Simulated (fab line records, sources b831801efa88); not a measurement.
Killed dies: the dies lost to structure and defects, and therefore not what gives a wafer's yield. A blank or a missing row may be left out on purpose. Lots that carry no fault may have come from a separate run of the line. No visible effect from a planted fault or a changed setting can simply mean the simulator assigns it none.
fab line records + flow sky130
record
- lots=6
- wafers=18
- last-day=50
route steps=708 shown CAP2M@611 METAL4@621 PAD_OPEN@708
lots with no fault: from the same line, run without faults
start-h: the number of hours between the record's first day and the start of the first shown wafer of the lot + wait-h: time in hours since the lot's previous step + " repeats the value in the row above + L1.1+2: several wafers, shown together as one row + - value missing, or start not given + * or withheld: withheld + < > ~ a bound
route shown NAME@n: names a module that has steps shown in the file, with the first one's number in the route + usual: mean/standard deviation taken from wafers without a fault + same: alike in all rows + chamber/n: place in a boat + sites: readings site by site + _std_site: standard deviation across them + _edge_site: outer sites' mean less inner sites' + radius-mm: how far each site lies from the wafer's centre + mask NAME#n: copy n + behind: tool/chamber where the wafer was last shaped + hold: why the lot was held/for how many hours/how that ended + device: the transistor (n, p or np) that didn't switch + end of line: at the end of the route, the tests of the same wafers + a step without rows: its recipe alone + killed: the dies lost at the first sort to structure and to defects; this is not the yield of the wafer + map: a wafer's dies, x killed, . not, _ none there
set.NAME: the setting the step ran with; set.NAME@STEP: the setting that earlier step ran with + model.NAME: the simulator's own value behind a step, which no gauge read
a table for each step, a row for each wafer; lots at some steps of the route
services: when a tool's chamber went out of use (start-h, in hours from the record's first day, below 0 if earlier), for how many hours, and the reason
## steps
# step SKY_CAP2M_SOFTBAKE_08
# recipe
- temp-c=90
- time-s=60
- resist=NOVOLAK
# step SKY_CAP2M_EXPOSE_09
# recipe
- mask-id=CAP2M
- na=0.6
- source-shape=conventional
- sigma-outer=0.6
- polarization=unpolarized
- target-cd-nm=1000
- dose-mj=159
# step SKY_CAP2M_PEB_10
# recipe
- temp-c=withheld
- time-s=*
- resist=NOVOLAK
# step SKY_CAP2M_DEVELOP_11
# recipe
- resist=NOVOLAK
- developer=TMAH
- develop-time-s=60
- dev-temp-c=23
# step SKY_CAP2M_OVL_MEAS_12
# usual
- CAP2M_OVL=0.9/1.4
| lot.wafer | tool       | chamber | start-h | wait-h | CAP2M_OVL[nm] |
|-----------|------------|---------|---------|--------|---------------|
| L931.2    | overlay-01 | -       | 990.10  | 0.1    | -0.2          |
| L931.3    | "          | -       | "       | "      | -2.1          |
| L931.6    | "          | -       | "       | "      | -0.9          |
| L939.1    | overlay-02 | -       | 1039.27 | 0.1    | 3.3           |
| L939.3    | "          | -       | "       | "      | 1.7           |
| L939.6    | "          | -       | "       | "      | 2.1           |
| L942.3    | overlay-02 | -       | 1059.93 | 0.1    | -0.4          |
| L942.4    | "          | -       | "       | "      | -0.5          |
| L942.6    | "          | -       | "       | "      | -0.4          |
| L944.1    | overlay-02 | -       | 1072.92 | 0.1    | 1.7           |
| L944.2    | "          | -       | "       | "      | 1.0           |
| L944.3    | "          | -       | "       | "      | 1.4           |
| L947.1    | overlay-01 | -       | 1088.12 | 0.1    | -1.6          |
| L947.3    | "          | -       | "       | "      | -0.2          |
| L947.5    | "          | -       | "       | "      | -0.1          |
| L950.1    | overlay-02 | -       | 1110.03 | 0.1    | 2.3           |
| L950.2    | "          | -       | "       | "      | 2.2           |
| L950.5    | "          | -       | "       | "      | 1.5           |
# step SKY_CAP2M_METAL_ETCH_13
# recipe
- target-depth-nm=220
- stop-on=SiO2
- chemistry=Cl2/BCl3
- target=TiN
- pressure-mtorr=10
- icp-w=900
- bias-w=48.5
- Cl2_flow_sccm=60
- bcl3-flow-sccm=30
- time-s=62.9
# usual
- bias-w=48.48/0.15
- drypump-motor-current-A=6.0/0.59
- oes-product-au=0.939/0.0072
- throttle-valve-pct=21.902/0.01
| lot.wafer | tool         | chamber | start-h | wait-h | bias-w | drypump-motor-current-A | oes-product-au | rf-hours-counter-h | throttle-valve-pct |
|-----------|--------------|---------|---------|--------|--------|-------------------------|----------------|--------------------|--------------------|
| L931.2    | rie-metal-04 | 1       | 990.13  | 0.0    | 48.45  | 5.7                     | 0.935          | 17                 | 21.911             |
| L931.3    | "            | 0       | "       | "      | 48.77  | 6.4                     | 0.933          | -                  | 21.901             |
| L931.6    | "            | 0       | "       | "      | 48.55  | 6.5                     | 0.929          | -                  | 21.923             |
| L939.1    | rie-metal-03 | 0       | 1039.31 | 0.0    | 48.55  | 5.1                     | 0.940          | 3                  | 21.890             |
| L939.3    | "            | 1       | "       | "      | 48.71  | 6.8                     | 0.952          | -                  | 21.900             |
| L939.6    | "            | 0       | "       | "      | 48.29  | 5.1                     | 0.949          | -                  | 21.899             |
| L942.3    | rie-metal-03 | 0       | 1059.98 | 0.0    | 48.45  | 5.1                     | 0.943          | -                  | 21.912             |
| L942.4    | "            | 1       | "       | "      | 48.39  | 6.7                     | 0.948          | -                  | 21.897             |
| L942.6    | "            | 0       | "       | "      | 48.39  | 5.1                     | 0.951          | -                  | 21.893             |
| L944.1    | rie-metal-04 | 0       | 1072.96 | 0.0    | 48.51  | 6.4                     | 0.942          | 17                 | 21.911             |
| L944.2    | "            | 1       | "       | "      | 48.47  | 5.7                     | 0.936          | 22                 | 21.896             |
| L944.3    | "            | 0       | "       | "      | 48.56  | 6.4                     | 0.942          | -                  | 21.902             |
| L947.1    | rie-metal-04 | 1       | 1088.16 | 0.0    | 48.56  | 5.8                     | 0.938          | 23                 | 21.893             |
| L947.3    | "            | 1       | "       | "      | 48.56  | 5.7                     | 0.943          | -                  | 21.882             |
| L947.5    | "            | 1       | "       | "      | 48.68  | 5.7                     | 0.939          | -                  | 21.889             |
| L950.1    | rie-metal-03 | 1       | 1110.07 | 0.0    | 48.27  | 6.7                     | 0.941          | 24                 | 21.890             |
| L950.2    | "            | 0       | "       | "      | 48.15  | 5.1                     | 0.945          | 8                  | 21.897             |
| L950.5    | "            | 1       | "       | "      | 48.55  | 6.7                     | 0.944          | -                  | 21.897             |
# step SKY_CAP2M_STRIP_14
# recipe
- chemistry=O2/N2
- power-w=1400
- pressure-mtorr=1500
- platen-temp-c=withheld
- o2-flow-sccm=3000
- n2-flow-sccm=300
- overash-fraction=0.5
# usual
- drypump-motor-current-A=5.58/0.29
- oes-product-au=0.710/0.0045
- strip-time-to-endpoint-s=12.66/0.034
| lot.wafer | tool            | chamber | start-h | wait-h | drypump-motor-current-A | oes-product-au | rf-hours-counter-h | strip-time-to-endpoint-s |
|-----------|-----------------|---------|---------|--------|-------------------------|----------------|--------------------|--------------------------|
| L931.2    | plasma-asher-02 | 1       | 990.21  | 0.1    | 5.91                    | 0.706          | 24                 | 12.61                    |
| L931.3    | "               | 0       | "       | "      | 5.21                    | 0.708          | -                  | 12.63                    |
| L931.6    | "               | 1       | "       | "      | 5.93                    | 0.712          | -                  | 12.64                    |
| L939.1    | plasma-asher-01 | 1       | 1039.38 | 0.1    | 5.76                    | 0.705          | 91                 | 12.64                    |
| L939.3    | "               | 1       | "       | "      | 5.75                    | 0.715          | -                  | 12.71                    |
| L939.6    | "               | 0       | "       | "      | 5.50                    | 0.714          | -                  | 12.68                    |
| L942.3    | plasma-asher-01 | 1       | 1060.07 | 0.1    | 5.77                    | 0.706          | -                  | 12.63                    |
| L942.4    | "               | 0       | "       | "      | 5.47                    | 0.713          | -                  | 12.67                    |
| L942.6    | "               | 0       | "       | "      | 5.47                    | 0.710          | -                  | 12.69                    |
| L944.1    | plasma-asher-02 | 0       | 1073.03 | 0.1    | 5.17                    | 0.707          | 32                 | 12.64                    |
| L944.2    | "               | 1       | "       | "      | 5.90                    | 0.710          | 32                 | 12.68                    |
| L944.3    | "               | 1       | "       | "      | 5.93                    | 0.713          | -                  | 12.68                    |
| L947.1    | plasma-asher-01 | 0       | 1088.23 | 0.1    | 5.46                    | 0.707          | 96                 | 12.65                    |
| L947.3    | "               | 1       | "       | "      | 5.74                    | 0.712          | -                  | 12.65                    |
| L947.5    | "               | 1       | "       | "      | 5.74                    | 0.702          | -                  | 12.62                    |
| L950.1    | plasma-asher-02 | 1       | 1110.14 | 0.1    | 5.89                    | 0.707          | 36                 | 12.69                    |
| L950.2    | "               | 0       | "       | "      | 5.22                    | 0.725          | 36                 | 12.62                    |
| L950.5    | "               | 0       | "       | "      | 5.20                    | 0.714          | -                  | 12.65                    |
# step SKY_CAP2M_STRIP_15
# recipe
- chemistry=post-etch-residue-remover
- time-s=1200
- temp-c=72.5
# step SKY_CAP2M_CLEAN_16
# recipe
- chemistry=IPA
- time-s=180
- temp-c=25
# step SKY_CAP2M_CLEAN_17
# recipe
- chemistry=O3/DIW
- dry=n2-spin
# step SKY_METAL4_DEHYDRATE_05
# recipe
- temp-c=200
- time-s=60
# step SKY_METAL4_HMDS_06
# recipe
- prime-time-s=60
- prime-temp-c=120
# step SKY_METAL4_COAT_07
# recipe
- resist=BARC
- temp-c=withheld
- time-s=withheld
- spin-rpm=3000
- resist-thk-nm=60
# usual
- spin-speed-rpm=3000.2/1.6
| lot.wafer | tool           | chamber | start-h | wait-h | spin-speed-rpm |
|-----------|----------------|---------|---------|--------|----------------|
| L931.2    | litho-track-03 | 0       | 1002.64 | 0.1    | 3002.6         |
| L931.3    | "              | 0       | "       | "      | 2998.8         |
| L931.6    | "              | 0       | "       | "      | 2999.9         |
| L939.1    | litho-track-03 | 0       | 1051.32 | 0.1    | 3000.6         |
| L939.3    | "              | 0       | "       | "      | 2997.8         |
| L939.6    | "              | 0       | "       | "      | 2996.9         |
| L942.3    | litho-track-02 | 0       | 1070.88 | 0.1    | 2998.1         |
| L942.4    | "              | 0       | "       | "      | 2999.7         |
| L942.6    | "              | 0       | "       | "      | 2998.3         |
| L944.1    | litho-track-03 | 0       | 1084.22 | 0.1    | 2752.8         |
| L944.2    | "              | 0       | "       | "      | 2750.1         |
| L944.3    | "              | 0       | "       | "      | 2752.4         |
| L947.1    | litho-track-04 | 0       | 1099.12 | 0.1    | 3000.6         |
| L947.3    | "              | 0       | "       | "      | 2999.8         |
| L947.5    | "              | 0       | "       | "      | 3001.1         |
| L950.1    | litho-track-03 | 0       | 1120.02 | 0.1    | 2751.1         |
| L950.2    | "              | 0       | "       | "      | 2751.8         |
| L950.5    | "              | 0       | "       | "      | 2751.6         |
# step SKY_METAL4_COAT_08
# recipe
- resist=KrF-thick
- spin-rpm=3000
- resist-thk-nm=1140
# step SKY_METAL4_SOFTBAKE_09
# recipe
- temp-c=100
- time-s=90
- resist=KrF-thick
# step SKY_METAL4_EXPOSE_10
# recipe
- mask-id=MM4
- na=0.68
- source-shape=annular
- sigma-inner=0.4
- sigma-outer=0.8
- target-cd-nm=300
- dose-mj=28
# step SKY_METAL4_PEB_11
# recipe
- peb-temp-c=withheld
- peb-time-s=withheld
- resist=KrF-thick
# step SKY_METAL4_DEVELOP_12
# recipe
- develop-time-s=60
- resist=KrF-thick
- dev-temp-c=21
# step SKY_METAL4_CD_MEAS_13
# recipe
- target-cd-nm=300
# usual
- cd-nm=300.2/1.5
| lot.wafer | tool      | chamber | start-h | wait-h | cd-nm |
|-----------|-----------|---------|---------|--------|-------|
| L931.2    | cd-sem-02 | -       | 1013.89 | -      | 300.9 |
| L931.3    | "         | -       | "       | "      | 302.4 |
| L931.6    | "         | -       | "       | "      | 301.7 |
| L939.1    | cd-sem-02 | -       | 1062.27 | -      | 301.4 |
| L939.3    | "         | -       | "       | "      | 301.6 |
| L939.6    | "         | -       | "       | "      | 301.5 |
| L942.3    | cd-sem-02 | -       | 1081.72 | -      | 298.8 |
| L942.4    | "         | -       | "       | "      | 297.1 |
| L942.6    | "         | -       | "       | "      | 298.5 |
| L944.1    | cd-sem-01 | -       | 1095.28 | -      | 302.3 |
| L944.2    | "         | -       | "       | "      | 302.6 |
| L944.3    | "         | -       | "       | "      | 301.4 |
| L947.1    | cd-sem-02 | -       | 1109.87 | -      | 302.7 |
| L947.3    | "         | -       | "       | "      | 301.1 |
| L947.5    | "         | -       | "       | "      | 303.0 |
| L950.1    | cd-sem-02 | -       | 1129.93 | -      | 301.9 |
| L950.2    | "         | -       | "       | "      | 300.1 |
| L950.5    | "         | -       | "       | "      | 300.9 |
# step SKY_METAL4_OVL_MEAS_14
# usual
- METAL4_OVL=-2/5.4
| lot.wafer | tool       | chamber | start-h | wait-h | METAL4_OVL[nm] |
|-----------|------------|---------|---------|--------|----------------|
| L931.2    | overlay-02 | -       | 1014.00 | 0.1    | -7             |
| L931.3    | "          | -       | "       | "      | -3             |
| L931.6    | "          | -       | "       | "      | -5             |
| L939.1    | overlay-01 | -       | 1062.39 | 0.1    | -4             |
| L939.3    | "          | -       | "       | "      | -3             |
| L939.6    | "          | -       | "       | "      | -2             |
| L942.3    | overlay-01 | -       | 1081.81 | 0.1    | 4              |
| L942.4    | "          | -       | "       | "      | -4             |
| L942.6    | "          | -       | "       | "      | 6              |
| L944.1    | overlay-01 | -       | 1095.40 | 0.1    | 1              |
| L944.2    | "          | -       | "       | "      | -3             |
| L944.3    | "          | -       | "       | "      | -1             |
| L947.1    | overlay-01 | -       | 1109.99 | 0.1    | -15            |
| L947.3    | "          | -       | "       | "      | -13            |
| L947.5    | "          | -       | "       | "      | -13            |
| L950.1    | overlay-01 | -       | 1130.05 | 0.1    | -8             |
| L950.2    | "          | -       | "       | "      | -9             |
| L950.5    | "          | -       | "       | "      | -6             |
# step SKY_METAL4_DESCUM_15
# recipe
- chemistry=O2
- source-power-w=150
- bias-power-w=0
- pressure-mtorr=10
- temp-c=40
- time-s=8
# usual
- drypump-motor-current-A=6.0/0.42
- oes-product-au=1.003/0.0094
| lot.wafer | tool         | chamber | start-h | wait-h | drypump-motor-current-A | oes-product-au | rf-hours-counter-h |
|-----------|--------------|---------|---------|--------|-------------------------|----------------|--------------------|
| L931.2    | rie-metal-04 | 1       | 1014.03 | 0.0    | 5.7                     | 1.018          | 19                 |
| L931.3    | "            | 0       | "       | "      | 6.5                     | 1.006          | -                  |
| L931.6    | "            | 0       | "       | "      | 6.5                     | 0.997          | -                  |
| L939.1    | rie-metal-04 | 1       | 1062.42 | 0.0    | 5.8                     | 1.024          | 22                 |
| L939.3    | "            | 1       | "       | "      | 5.7                     | 1.027          | -                  |
| L939.6    | "            | 0       | "       | "      | 6.4                     | 1.015          | -                  |
| L942.3    | rie-metal-04 | 0       | 1081.85 | 0.0    | 6.4                     | 1.010          | -                  |
| L942.4    | "            | 1       | "       | "      | 5.8                     | 1.013          | -                  |
| L942.6    | "            | 0       | "       | "      | 6.4                     | 1.000          | -                  |
| L944.1    | rie-metal-04 | 0       | 1095.44 | 0.0    | 6.4                     | 1.009          | 18                 |
| L944.2    | "            | 1       | "       | "      | 5.8                     | 1.010          | 24                 |
| L944.3    | "            | 0       | "       | "      | 6.4                     | 1.005          | -                  |
| L947.1    | rie-metal-01 | 1       | 1110.03 | 0.0    | 5.4                     | 1.000          | 14                 |
| L947.3    | "            | 0       | "       | "      | 6.4                     | 1.000          | -                  |
| L947.5    | "            | 1       | "       | "      | 5.3                     | 0.999          | -                  |
| L950.1    | rie-metal-04 | 0       | 1130.09 | 0.0    | 6.4                     | 1.001          | 21                 |
| L950.2    | "            | 1       | "       | "      | 5.8                     | 1.012          | 26                 |
| L950.5    | "            | 0       | "       | "      | 6.4                     | 1.003          | -                  |
# step SKY_METAL4_ETCH_16
# recipe
- chemistry=N2/H2
- target=BARC
- ion-energy-ev=200
- bias-w=100
- pressure-mtorr=30
- n2-flow-sccm=100
- h2-flow-sccm=200
- icp-w=500
- stop-on=SiO2
- time-s=88.2
- target-depth-a=600
# usual
- bias-w=100.01/0.28
- drypump-motor-current-A=6.0/0.43
- oes-product-au=0.626/0.0048
- throttle-valve-pct=13.205/0.0091
| lot.wafer | tool         | chamber | start-h | wait-h | bias-w | drypump-motor-current-A | oes-product-au | rf-hours-counter-h | throttle-valve-pct | model.etch.depth-nm |
|-----------|--------------|---------|---------|--------|--------|-------------------------|----------------|--------------------|--------------------|---------------------|
| L931.2    | rie-metal-04 | 1       | 1014.06 | 0.0    | 99.40  | 5.8                     | 0.631          | 19                 | 13.226             | 59.89               |
| L931.3    | "            | 0       | "       | "      | 99.91  | 6.5                     | 0.618          | -                  | 13.189             | 59.76               |
| L931.6    | "            | 0       | "       | "      | 99.70  | 6.4                     | 0.639          | -                  | 13.219             | 59.93               |
| L939.1    | rie-metal-04 | 1       | 1062.45 | 0.0    | 100.02 | 5.8                     | 0.629          | 22                 | 13.197             | 59.87               |
| L939.3    | "            | 1       | "       | "      | 99.68  | 5.8                     | 0.620          | -                  | 13.209             | 59.72               |
| L939.6    | "            | 0       | "       | "      | 100.39 | 6.5                     | 0.620          | -                  | 13.209             | 60.08               |
| L942.3    | rie-metal-04 | 0       | 1081.90 | 0.0    | 100.00 | 6.5                     | 0.628          | -                  | 13.207             | 60.02               |
| L942.4    | "            | 1       | "       | "      | 100.18 | 5.8                     | 0.622          | -                  | 13.206             | 59.98               |
| L942.6    | "            | 0       | "       | "      | 100.17 | 6.4                     | 0.624          | -                  | 13.200             | 59.88               |
| L944.1    | rie-metal-04 | 0       | 1095.47 | 0.0    | 100.26 | 6.4                     | 0.642          | 18                 | 13.201             | 62.75               |
| L944.2    | "            | 1       | "       | "      | 99.64  | 5.8                     | 0.638          | 24                 | 13.229             | 62.48               |
| L944.3    | "            | 0       | "       | "      | 100.09 | 6.5                     | 0.634          | -                  | 13.212             | 62.59               |
| L947.1    | rie-metal-01 | 1       | 1110.06 | 0.0    | 100.29 | 5.4                     | 0.617          | 14                 | 13.186             | 60.28               |
| L947.3    | "            | 0       | "       | "      | 100.09 | 6.4                     | 0.630          | -                  | 13.204             | 60.22               |
| L947.5    | "            | 1       | "       | "      | 99.87  | 5.4                     | 0.620          | -                  | 13.207             | 60.29               |
| L950.1    | rie-metal-04 | 0       | 1130.12 | 0.0    | 100.13 | 6.5                     | 0.644          | 21                 | 13.199             | 62.38               |
| L950.2    | "            | 1       | "       | "      | 100.10 | 5.8                     | 0.638          | 26                 | 13.206             | 62.45               |
| L950.5    | "            | 0       | "       | "      | 100.00 | 6.4                     | 0.644          | -                  | 13.199             | 62.68               |
# step SKY_METAL4_ETCH_17
# recipe
- target=SiO2
- stop-on=TiN
- chemistry=C4F8/O2/Ar
- source-w=1500
- bias-w=1200
- pressure-mtorr=40
- c4f8-flow-sccm=withheld
- O2_flow_sccm=6
- Ar_flow_sccm=300
- time-s=3.9
- target-depth-a=150
# usual
- bias-w=1200/3.6
- oes-product-au=0.755/0.0071
| lot.wafer | tool        | chamber | start-h | wait-h | bias-w | oes-product-au | rf-hours-counter-h |
|-----------|-------------|---------|---------|--------|--------|----------------|--------------------|
| L931.2    | rie-diel-01 | 1       | 1014.16 | 0.1    | 1202   | 0.760          | 16                 |
| L931.3    | "           | 3       | "       | "      | 1197   | 0.769          | 19                 |
| L931.6    | "           | 3       | "       | "      | 1200   | 0.766          | -                  |
| L939.1    | rie-diel-04 | 1       | 1062.55 | 0.1    | 1195   | 0.765          | 13                 |
| L939.3    | "           | 0       | "       | "      | 1209   | 0.775          | 15                 |
| L939.6    | "           | 1       | "       | "      | 1198   | 0.764          | -                  |
| L942.3    | rie-diel-04 | 2       | 1081.97 | 0.0    | 1199   | 0.763          | 10                 |
| L942.4    | "           | 0       | "       | "      | 1196   | 0.753          | 16                 |
| L942.6    | "           | 2       | "       | "      | 1201   | 0.750          | -                  |
| L944.1    | rie-diel-04 | 2       | 1095.57 | 0.1    | 1196   | 0.746          | 11                 |
| L944.2    | "           | 0       | "       | "      | 1202   | 0.754          | 16                 |
| L944.3    | "           | 3       | "       | "      | 1200   | 0.745          | 15                 |
| L947.1    | rie-diel-04 | 3       | 1110.16 | 0.1    | 1194   | 0.756          | 16                 |
| L947.3    | "           | 2       | "       | "      | 1198   | 0.756          | 11                 |
| L947.5    | "           | 1       | "       | "      | 1202   | 0.756          | -                  |
| L950.1    | rie-diel-01 | 3       | 1130.22 | 0.1    | 1203   | 0.746          | 23                 |
| L950.2    | "           | 2       | "       | "      | 1200   | 0.758          | 18                 |
| L950.5    | "           | 0       | "       | "      | 1199   | 0.760          | -                  |
# step SKY_PAD_OPEN_PROBE_99
# usual
- defect-limited-yield=82.6/1.7
- killed_at_M0_to_M3=43/6.5
- killed_at_M4_up=3.2/1.9
- killed-at-contacts=25/5.5
- killed-at-front-end=14/4.2
- killed-at-other=0.2/0.44
- killed-dies=85/8.5
- killed-open=47/7
- killed-short=39/6.3
- sort_bin_3_pad_short=0.9/0.46
- sort_bin_5_function=10.3/1.4
- sort_bin_6_memory=6.2/1.2
- sort-n-pass=407/8.5
- sort-yield-pct=82.6/1.7
# same
- gross-dies=492
- killed-at-back-side=0
- sort_bin_4_leakage[%]=0
- sort_bin_8_speed[%]=0
| lot.wafer | tool      | chamber | start-h | wait-h | defect-limited-yield[%] | killed_at_M0_to_M3 | killed_at_M4_up | killed-at-contacts | killed-at-front-end | killed-at-other | killed-dies | killed-open | killed-short | sort_bin_3_pad_short[%] | sort_bin_5_function[%] | sort_bin_6_memory[%] | sort-n-pass | sort-yield-pct[%] |
|-----------|-----------|---------|---------|--------|-------------------------|--------------------|-----------------|--------------------|---------------------|-----------------|-------------|-------------|--------------|-------------------------|------------------------|----------------------|-------------|-------------------|
| L942.3    | prober-02 | -       | 1166.37 | 0.2    | 85.4                    | 36                 | 0               | 21                 | 15                  | 0               | 72          | 42          | 30           | 0.6                     | 7.9                    | 6.1                  | 420         | 85.4              |
| L942.4    | prober-02 | -       | 1166.42 | 0.2    | 80.1                    | 56                 | 2               | 23                 | 17                  | 0               | 98          | 68          | 30           | 1.0                     | 11.8                   | 7.1                  | 394         | 80.1              |
| L942.6    | prober-02 | -       | 1166.52 | 0.2    | 82.3                    | 37                 | 2               | 27                 | 21                  | 0               | 87          | 47          | 40           | 1.0                     | 10.4                   | 6.3                  | 405         | 82.3              |
| L947.1    | prober-01 | -       | 1189.80 | 0.1    | 79.7                    | 52                 | 2               | 31                 | 15                  | 0               | 100         | 57          | 43           | 1.0                     | 11.8                   | 7.5                  | 392         | 79.7              |
| L947.3    | prober-01 | -       | 1189.90 | 0.2    | 80.3                    | 39                 | 4               | 31                 | 23                  | 0               | 97          | 47          | 50           | 1.4                     | 12.2                   | 6.1                  | 395         | 80.3              |
| L947.5    | prober-01 | -       | 1190.00 | 0.2    | 84.1                    | 41                 | 0               | 22                 | 15                  | 0               | 78          | 51          | 27           | 1.0                     | 9.8                    | 5.1                  | 414         | 84.1              |
# killed by level:class
L942.3 CONTACT:geometric-particle:open=13 METAL1:geometric-particle:short=10 VIA1:geometric-particle:open=6 POLY_GATE:geometric-particle:short=5 METAL1:geometric-particle:open=4 VIA2:geometric-particle:open=4 VIA3:geometric-particle:open=4 FIELD_ISO:geometric-particle:open=3
L942.4 VIA3:geometric-particle:open=14 CONTACT:geometric-particle:open=12 VIA2:geometric-particle:open=12 VIA1:geometric-particle:open=10 POLY_GATE:geometric-particle:open=6 LI_CONTACT:geometric-particle:open=6 VIA1:geometric-particle:short=5 POLY_GATE:geometric-particle:short=4
L942.6 CONTACT:geometric-particle:open=12 FIELD_ISO:geometric-particle:open=8 VIA1:geometric-particle:short=8 VIA1:geometric-particle:open=8 LI_CONTACT:geometric-particle:open=6 POLY_GATE:geometric-particle:short=5 METAL2:geometric-particle:short=5 LOCAL_INTERCONNECT:geometric-particle:short=4
L947.1 VIA1:geometric-particle:open=11 CONTACT:geometric-particle:open=10 VIA2:geometric-particle:open=10 LI_CONTACT:geometric-particle:open=8 VIA3:geometric-particle:open=7 CONTACT:geometric-particle:short=6 VIA1:geometric-particle:short=6 POLY_GATE:geometric-particle:short=5
L947.3 VIA1:geometric-particle:open=9 CONTACT:geometric-particle:open=8 METAL1:geometric-particle:short=7 FIELD_ISO:geometric-particle:short=6 LI_CONTACT:geometric-particle:open=6 METAL2:geometric-particle:short=6 POLY_GATE:geometric-particle:open=5 POLY_GATE:geometric-particle:short=5
L947.5 VIA1:geometric-particle:open=14 LI_CONTACT:geometric-particle:open=8 CONTACT:geometric-particle:open=8 FIELD_ISO:geometric-particle:open=7 VIA3:geometric-particle:open=6 FIELD_ISO:geometric-particle:short=4 VIA2:geometric-particle:open=4 POLY_GATE:geometric-particle:short=3
## services
| tool            | chamber | start-h | hours | kind   |
|-----------------|---------|---------|-------|--------|
| rie-diel-01     | 3       | 973.50  | 21.0  | repair |
| plasma-asher-01 | -       | 977.57  | 0.7   | repair |
| rie-diel-01     | -       | 986.09  | 0.1   | repair |
| plasma-asher-01 | -       | 987.59  | 0.6   | repair |
| rie-metal-01    | 0       | 994.28  | 6.7   | repair |
| rie-diel-04     | 3       | 1010.36 | 5.4   | repair |
| plasma-asher-02 | -       | 1034.80 | 1.3   | repair |
| rie-diel-04     | 1       | 1048.96 | 3.5   | repair |
| rie-diel-01     | -       | 1051.15 | 0.2   | repair |
| rie-diel-04     | -       | 1110.88 | 2.8   | pm     |
| rie-metal-03    | -       | 1129.22 | 2.8   | pm     |
## key
first-sign
- step=SKY_METAL4_COAT_07
- reading=spin-speed-rpm
- direction=down
- sigmas=99+
- usual=3000.2
- struck=2751.7
effect
- step=SKY_METAL4_ETCH_16
- reading=oes-product-au
- direction=up
- sigmas=2.9
- usual=0.626
- struck=0.640
model-effect
- step=SKY_METAL4_ETCH_16
- value=etch.depth-nm
- without=59.9
- struck=62.55
met-at SKY_METAL4_COAT_07
struck-wafers L944.1,L944.2,L944.3,L950.1,L950.2,L950.5
onset-between 1051.32 1084.22
fault
- kind=process-parameter-drift
- tool=litho-track-03
- chamber=-
- onset-h=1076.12
- steps=SKY_METAL4_COAT_07
- channel=spin-rpm
- offset=-248.9
- shape=step
- end-h=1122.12
- acts-in=these-recipes-only
- stated=3000
